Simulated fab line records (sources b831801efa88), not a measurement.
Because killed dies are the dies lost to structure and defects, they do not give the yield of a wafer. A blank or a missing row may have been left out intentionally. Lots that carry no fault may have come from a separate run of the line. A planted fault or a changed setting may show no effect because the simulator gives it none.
Which tool is to blame? :: flow gf180mcu :: Sampling: 12 lots, 36 wafers, 5 of 602 route steps

## WHAT EACH GAUGE READ, for each wafer
GF_CONTACT_THK_MEAS_03.
lot: L126
measured: day 15 03:43
on: film-metro-04
CONTACT_CVD_02_THK (nm): 855 868 880

lot: L128
measured: day 15 19:30
on: film-metro-03
CONTACT_CVD_02_THK (nm): 855 874 862

lot: L129
measured: day 16 00:02
on: film-metro-02
CONTACT_CVD_02_THK (nm): 842 879 865

lot: L130
measured: day 16 11:52
on: film-metro-04
CONTACT_CVD_02_THK (nm): 824 836 851

lot: L132
measured: day 17 10:07
on: film-metro-04
CONTACT_CVD_02_THK (nm): 854 851 870

lot: L133
measured: day 17 19:47
on: film-metro-04
CONTACT_CVD_02_THK (nm): 849 852 871

lot: L134
measured: day 18 04:56
on: film-metro-03
CONTACT_CVD_02_THK (nm): 854 868 878

lot: L135
measured: day 18 09:25
on: film-metro-02
CONTACT_CVD_02_THK (nm): 844 848 847

lot: L139
measured: day 19 20:02
on: film-metro-03
CONTACT_CVD_02_THK (nm): 849 856 854

lot: L141
measured: day 20 14:19
on: film-metro-04
CONTACT_CVD_02_THK (nm): 853 862 862

lot: L145
measured: day 22 01:38
on: film-metro-02
CONTACT_CVD_02_THK (nm): 855 843 871

lot: L149
measured: day 23 04:40
on: film-metro-02
CONTACT_CVD_02_THK (nm): 864 863 861

GF_M1_THK_MEAS_06: measures by xrf.
lot: L126
measured: day 16 03:39
on: film-metro-01
M1_ALCU_THK (nm): 449 442 443

lot: L128
measured: day 16 19:50
on: film-metro-04
M1_ALCU_THK (nm): 443 440 445

lot: L129
measured: day 17 00:23
on: film-metro-01
M1_ALCU_THK (nm): 437 440 437

lot: L130
measured: day 17 13:29
on: film-metro-04
M1_ALCU_THK (nm): 446 448 443

lot: L132
measured: day 18 12:08
on: film-metro-02
M1_ALCU_THK (nm): 438 440 442

lot: L133
measured: day 18 21:37
on: film-metro-04
M1_ALCU_THK (nm): 439 439 440

lot: L134
measured: day 19 06:54
on: film-metro-01
M1_ALCU_THK (nm): 438 435 438

lot: L135
measured: day 19 11:44
on: film-metro-02
M1_ALCU_THK (nm): 444 441 439

lot: L139
measured: day 20 22:48
on: film-metro-01
M1_ALCU_THK (nm): 446 444 456

lot: L141
measured: day 21 16:11
on: film-metro-04
M1_ALCU_THK (nm): 446 444 443

lot: L145
measured: day 23 02:54
on: film-metro-02
M1_ALCU_THK (nm): 440 437 437

lot: L149
measured: day 24 04:59
on: film-metro-04
M1_ALCU_THK (nm): 433 437 433

## WHAT TOOL EACH LOT RAN ON (gives the tool, then ch and the chambers of the sampled wafers, and finally the start)
lot: L126
GF_CONTACT_CVD_02: pecvd-02 ch 0,1,2, day 15 03:38
GF_CONTACT_ETCH_17: rie-diel-02 ch 0,1,3, day 16 03:26 or earlier
GF_M1_SPUTTER_02: pvd-sputter-02, day 16 03:26

lot: L128
GF_CONTACT_CVD_02: pecvd-03 ch 0,1, day 15 19:26
GF_CONTACT_ETCH_17: rie-diel-02 ch 0,1, day 16 19:38 or earlier
GF_M1_SPUTTER_02: pvd-sputter-02, day 16 19:38

lot: L129
GF_CONTACT_CVD_02: pecvd-04 ch 0,1,2, day 15 23:58
GF_CONTACT_ETCH_17: rie-diel-01 ch 0,1,2, day 17 00:10 or earlier
GF_M1_SPUTTER_02: pvd-sputter-02, day 17 00:10

lot: L130
GF_CONTACT_CVD_02: pecvd-02 ch 1,2, day 16 11:48
GF_CONTACT_ETCH_17: rie-diel-01 ch 0,2,3, day 17 13:16 or earlier
GF_M1_SPUTTER_02: pvd-sputter-01, day 17 13:16

lot: L132
GF_CONTACT_CVD_02: pecvd-02 ch 1,2, day 17 10:02
GF_CONTACT_ETCH_17: rie-diel-01 ch 1,2,3, day 18 11:50 or earlier
GF_M1_SPUTTER_02: pvd-sputter-02, day 18 11:50

lot: L133
GF_CONTACT_CVD_02: pecvd-04 ch 0,1, day 17 19:42
GF_CONTACT_ETCH_17: rie-diel-01 ch 0,1,2, day 18 21:23 or earlier
GF_M1_SPUTTER_02: pvd-sputter-01, day 18 21:23

lot: L134
GF_CONTACT_CVD_02: pecvd-02 ch 0,1, day 18 04:52
GF_CONTACT_ETCH_17: rie-diel-02 ch 0,3, day 19 06:41 or earlier
GF_M1_SPUTTER_02: pvd-sputter-03, day 19 06:41

lot: L135
GF_CONTACT_CVD_02: pecvd-03 ch 0,1, day 18 09:21
GF_CONTACT_ETCH_17: rie-diel-03 ch 0,2,3, day 19 11:31 or earlier
GF_M1_SPUTTER_02: pvd-sputter-02, day 19 11:31

lot: L139
GF_CONTACT_CVD_02: pecvd-03 ch 0,1, day 19 19:55
GF_CONTACT_ETCH_17: rie-diel-02 ch 0,3, day 20 22:35 or earlier
GF_M1_SPUTTER_02: pvd-sputter-02, day 20 22:35

lot: L141
GF_CONTACT_CVD_02: pecvd-04 ch 0,1, day 20 14:14
GF_CONTACT_ETCH_17: rie-diel-03 ch 2,3, day 21 15:58 or earlier
GF_M1_SPUTTER_02: pvd-sputter-03, day 21 15:58

lot: L145
GF_CONTACT_CVD_02: pecvd-04 ch 0,1, day 22 01:34
GF_CONTACT_ETCH_17: rie-diel-01 ch 0,2,3, day 23 02:41 or earlier
GF_M1_SPUTTER_02: pvd-sputter-01, day 23 02:41

lot: L149
GF_CONTACT_CVD_02: pecvd-03 ch 0,1,2, day 23 04:36
GF_CONTACT_ETCH_17: rie-diel-02 ch 1,2,3, day 24 04:47 or earlier
GF_M1_SPUTTER_02: pvd-sputter-03, day 24 04:47
- GF_CONTACT_CVD_02: deposits SiO2 from TEOS, target thk 860 nm, time 95.992 s.
- GF_CONTACT_ETCH_17: etches SiO2 in C4F8/O2/Ar, stops on CoSi2, target depth 860 nm.
- GF_M1_SPUTTER_02: material AlCu, target thk 450 nm, time 23.9 s.

## AS READ BY THE TOOLS THEMSELVES (means over the sampled wafers that have a number; for cases with no such wafer, the mark the record gives instead)
GF_CONTACT_CVD_02.
lot: L126
tool: pecvd-02
heater-power-w (W): 668

lot: L128
tool: pecvd-03
heater-power-w (W): 562

lot: L129
tool: pecvd-04
heater-power-w (W): 576

lot: L130
tool: pecvd-02
heater-power-w (W): 651

lot: L132
tool: pecvd-02
heater-power-w (W): 599

lot: L133
tool: pecvd-04
heater-power-w (W): 683

lot: L134
tool: pecvd-02
heater-power-w (W): 633

lot: L135
tool: pecvd-03
heater-power-w (W): 581

lot: L139
tool: pecvd-03
heater-power-w (W): 583

lot: L141
tool: pecvd-04
heater-power-w (W): 627

lot: L145
tool: pecvd-04
heater-power-w (W): 719

lot: L149
tool: pecvd-03
heater-power-w (W): 567

GF_CONTACT_ETCH_17.
lot: L126
tool: rie-diel-02
bias-w (W): 1198
oes-product-au (a.u.): 0.818

lot: L128
tool: rie-diel-02
bias-w (W): 1201
oes-product-au (a.u.): 0.817

lot: L129
tool: rie-diel-01
bias-w (W): 1198
oes-product-au (a.u.): 0.817

lot: L130
tool: rie-diel-01
bias-w (W): 1197
oes-product-au (a.u.): 0.814

lot: L132
tool: rie-diel-01
bias-w (W): 1202
oes-product-au (a.u.): 0.811

lot: L133
tool: rie-diel-01
bias-w (W): 1203
oes-product-au (a.u.): 0.818

lot: L134
tool: rie-diel-02
bias-w (W): 1198
oes-product-au (a.u.): 0.814

lot: L135
tool: rie-diel-03
bias-w (W): 1201
oes-product-au (a.u.): 0.815

lot: L139
tool: rie-diel-02
bias-w (W): 1203
oes-product-au (a.u.): 0.817

lot: L141
tool: rie-diel-03
bias-w (W): 1200
oes-product-au (a.u.): 0.815

lot: L145
tool: rie-diel-01
bias-w (W): 1202
oes-product-au (a.u.): 0.812

lot: L149
tool: rie-diel-02
bias-w (W): 1196
oes-product-au (a.u.): 0.811

GF_M1_SPUTTER_02.
lot: L126
tool: pvd-sputter-02
cathode-dc-power-W (W): 10600
throttle-valve-pct (%): 29.8

lot: L128
tool: pvd-sputter-02
cathode-dc-power-W (W): 10602
throttle-valve-pct (%): 29.8

lot: L129
tool: pvd-sputter-02
cathode-dc-power-W (W): 10600
throttle-valve-pct (%): 29.5

lot: L130
tool: pvd-sputter-01
cathode-dc-power-W (W): 10601
throttle-valve-pct (%): 31.2

lot: L132
tool: pvd-sputter-02
cathode-dc-power-W (W): 10599
throttle-valve-pct (%): 29.0

lot: L133
tool: pvd-sputter-01
cathode-dc-power-W (W): 10600
throttle-valve-pct (%): 30.9

lot: L134
tool: pvd-sputter-03
cathode-dc-power-W (W): 10600
throttle-valve-pct (%): 29.5

lot: L135
tool: pvd-sputter-02
cathode-dc-power-W (W): 10598
throttle-valve-pct (%): 28.9

lot: L139
tool: pvd-sputter-02
cathode-dc-power-W (W): 10720
throttle-valve-pct (%): 28.6

lot: L141
tool: pvd-sputter-03
cathode-dc-power-W (W): 10597
throttle-valve-pct (%): 29.2

lot: L145
tool: pvd-sputter-01
cathode-dc-power-W (W): 10601
throttle-valve-pct (%): 30.5

lot: L149
tool: pvd-sputter-03
cathode-dc-power-W (W): 10599
throttle-valve-pct (%): 29.1

## THE ANSWER, worked out from the rows above alone
Rule: the lots themselves supply what counts as usual. The widest of any qualifying gaps counts: lots, ordered by their means at a reading, are off when they make up no more than a third of the lots, leave a main group of 4 or more, and stand apart from it by 3 or more times the standard deviation of that group's means. The tables above print the reading to a certain number of digits; a main group whose means all agree to those digits is not used. A lot without any number at a reading at which 4 lots or more have one is off too. Where the step has rows for the other lots, those lots are counted as sound. Order of review: gauges by route order, followed by the tools' own readings, for which a lot's mean as printed above is used. At the first step where some lot is off, the reading lying furthest off is the one used; lots without a number count as furthest.
Off, at GF_M1_SPUTTER_02 on cathode-dc-power-W: L139. The main group has a mean of 10600 W with a standard deviation of 1.4.
A tool fits if, at that step or a process step before it, it ran every lot that is off, and no sound lot after the first of them. With no start given for some of its lots, GF_CONTACT_ETCH_17 uses the hours and lot order of GF_M1_SPUTTER_02. One fits: pvd-sputter-02 at GF_M1_SPUTTER_02. Its last sound lot is L135 (day 19 11:31), its first lot that is off L139 (day 20 22:35): a fault that began between those two fits.
The tool's own readings at GF_M1_SPUTTER_02 bear it out: on the lots that are off they differ by more than 5 times the standard deviation of the sound lots' means. cathode-dc-power-W reads 10720 W there against 10600 W on the sound lots.

## WHAT HAD BEEN PUT IN BY THE SIMULATOR
Process parameters drifting: pvd-sputter-02 at GF_M1_SPUTTER_02, beginning at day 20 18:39. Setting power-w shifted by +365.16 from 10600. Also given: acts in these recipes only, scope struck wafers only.
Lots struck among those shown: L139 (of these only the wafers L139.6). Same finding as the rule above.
